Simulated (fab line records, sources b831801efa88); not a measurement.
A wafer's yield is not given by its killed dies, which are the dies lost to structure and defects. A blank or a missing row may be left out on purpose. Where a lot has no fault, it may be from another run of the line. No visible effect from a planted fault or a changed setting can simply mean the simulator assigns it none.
Which of the tools did it?    flow sky130    36 wafers sampled from 12 lots at 1 step of a route of 708

WHAT THE GAUGES READ, wafer by wafer
SKY_VIA3_BOW_MEAS_03.
lot   measured      on             VIA3_BOW (um)
L075  day 39 02:19  film metro-01  83 89 85
L077  day 39 18:21  film metro-02  81 92 90
L079  day 40 10:16  film metro-03  80 87 96
L081  day 40 18:23  film metro-03  71 85 90
L082  day 41 15:11  film metro-02  84 86 99
L085  day 42 00:35  film metro-02  80 98 85
L087  day 42 11:43  film metro-01  85 89 79
L089  day 43 04:08  film metro-02  83 92 87
L092  day 43 14:35  film metro-02  80 81 89
L093  day 44 02:38  film metro-01  71 73 74
L095  day 44 12:32  film metro-02  84 83 84
L097  day 45 04:58  film metro-03  74 81 70

WHICH TOOL RAN EACH LOT (tool, then ch and the chambers of the sampled wafers, then the start)
There is no process step in the record ahead of these readings.

THE ANSWER, worked out from the rows above alone
Rule: what is usual is taken from the lots themselves. The widest of any qualifying gaps counts: lots, ordered by their means at a reading, are off when they make up no more than a third of the lots, leave a main group of 4 or more, and stand apart from it by 3 or more times the standard deviation of that group's means. If all means in a main group match to the digits the tables above print for the reading, that group is not used. Also off: a lot with no number at a reading for which 4 or more lots have one. The other lots that the step has rows for count as sound.
No lot is off at any reading shown: from this, nothing can be told.

WHAT WAS PUT IN BY THE SIMULATOR
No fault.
